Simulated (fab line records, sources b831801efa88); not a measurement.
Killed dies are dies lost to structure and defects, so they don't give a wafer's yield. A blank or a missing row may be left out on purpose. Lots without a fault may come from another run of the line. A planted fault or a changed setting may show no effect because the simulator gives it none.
A struck lot beside a sound one | flow sky130 | 17 steps out of a route of 708
Sound: wafers L541.4, L541.5, L541.6. Struck: wafers L532.3, L532.5. (L532.2 of the same lot was not struck and is left out.) The cause comes at the end.
At each step with rows: each side's tool, then ch and its chambers, then its first start. Under that, the readings that differ: sound wafers | struck wafers | difference of the means | sigmas: that difference in standard deviations of wafers without a fault.
alike: readings whose means differ by less than 2 such deviations, and words and numbers that are the same on both sides. not compared: withheld readings, readings that some wafer has no value for, bounds like >300 that may hide the same value, and numbers for which the record gives no deviation and whose values overlap.
The two part at a step that has a row with sigmas, a row that says differs or no value, or rows on one side only. Numbers that don't overlap but have no deviation are shown without sigmas and don't part them. A reading that every wafer of one side lacks parts them only if that side has two wafers or more.

first, 2 steps without rows for these wafers: SKY_LOCAL_INTERCONNECT_PEB_09; SKY_LOCAL_INTERCONNECT_DEVELOP_10 (develop time 60 s).
SKY_LOCAL_INTERCONNECT_CD_MEAS_11: target cd 170 nm.
  sound on cd_sem-02, day 34 20:41; struck on cd_sem-02, day 32 15:40
  alike: cd_nm
SKY_LOCAL_INTERCONNECT_OVL_MEAS_12:
  sound on overlay-02, day 34 20:46; struck on overlay-02, day 32 15:46
  alike: LOCAL_INTERCONNECT_OVL
SKY_LOCAL_INTERCONNECT_ETCH_13: etches BARC in N2/H2, stops on SiO2, time 45.9 s, target depth 60 nm.
  sound on rie_metal-01 ch 0,1, day 34 20:48; struck on rie_metal-01 ch 1, day 32 15:47
  alike: drypump_motor_current_A, he_backside_leak_sccm, n2_flow_sccm, oes_product_au, throttle_valve_pct
  not compared: rf_hours_counter_h
SKY_LOCAL_INTERCONNECT_METAL_ETCH_14: etches TiN in Cl2/BCl3, stops on PSG, target depth 110 nm, time 31.4 s.
  sound on rie_metal-01 ch 0,1, day 34 20:51; struck on rie_metal-01 ch 1, day 32 15:52
  alike: drypump_motor_current_A, he_backside_leak_sccm, oes_product_au, throttle_valve_pct
  not compared: rf_hours_counter_h
SKY_LOCAL_INTERCONNECT_STRIP_15: strips in O2/N2.
  sound on plasma_asher-01 ch 0,1, day 34 20:55; struck on plasma_asher-03 ch 1, day 32 15:55
  alike: drypump_motor_current_A, n2_flow_sccm, oes_product_au, strip_time_to_endpoint_s
  not compared: rf_hours_counter_h
then, 3 steps without rows for these wafers: SKY_LOCAL_INTERCONNECT_STRIP_16 (strips in post etch residue remover, time 1200 s); SKY_LOCAL_INTERCONNECT_CLEAN_17 (cleans in IPA, time 180 s); SKY_LOCAL_INTERCONNECT_CLEAN_18 (cleans in O3/DIW).
SKY_CONTACT_CVD_00: deposits Si3N4, target thk 75 nm.
  sound on pecvd-01 ch 0,1,2, day 34 21:30; struck on pecvd-03 ch 0,1, day 32 16:30
  alike: heater_power_outer_w, heater_power_w
SKY_CONTACT_THK_MEAS_01:
  sound on film_metro-01, day 34 21:32; struck on film_metro-01, day 32 16:33
  alike: CONTACT_CVD_00_THK
SKY_CONTACT_HDPCVD_02: deposits SiO2, target thk 565 nm, time 94.2 s.
  sound on hdpcvd-01 ch 0,1,2, day 34 21:37; struck on hdpcvd-02 ch 0,2, day 32 16:36
  reading                                     | sound           | struck      | difference | sigmas
  model.SiO2_of_CONTACT_HDPCVD_02.thk_nm (nm) | 560.8 570.1 576 | 763.6 755.3 | +190.5     |
SKY_CONTACT_THK_MEAS_03:
  sound on film_metro-01, day 34 21:40; struck on film_metro-01, day 32 16:41
  reading                 | sound       | struck  | difference | sigmas
  CONTACT_HDPCVD_THK (nm) | 561 570 576 | 764 755 | +190       | +29
SKY_CONTACT_CMP_04: polishes SiO2.
  sound on cmp-02 ch 0,2,3, day 34 21:48; struck on cmp-01 ch 1,2, day 32 16:47
  reading                | sound          | struck    | difference | sigmas
  motor_current_A (A)    | 12.2 14.2 14.3 | 11.7 10.6 | -2.4       | -2
  time_to_endpoint_s (s) | 90 84 92       | 164 156   | +71        | +13
SKY_CONTACT_BOW_MEAS_05:
  sound on film_metro-02, day 34 22:04; struck on film_metro-03, day 32 17:03
  alike: CONTACT_BOW
SKY_PAD_OPEN_PROBE_99:
  the record has rows for the sound wafers here (prober-02, day 48 23:23) and none for the struck ones

WHERE THEY PART
First at SKY_CONTACT_THK_MEAS_03; last, within this record, at SKY_PAD_OPEN_PROBE_99.

WHY: what the simulator had put in
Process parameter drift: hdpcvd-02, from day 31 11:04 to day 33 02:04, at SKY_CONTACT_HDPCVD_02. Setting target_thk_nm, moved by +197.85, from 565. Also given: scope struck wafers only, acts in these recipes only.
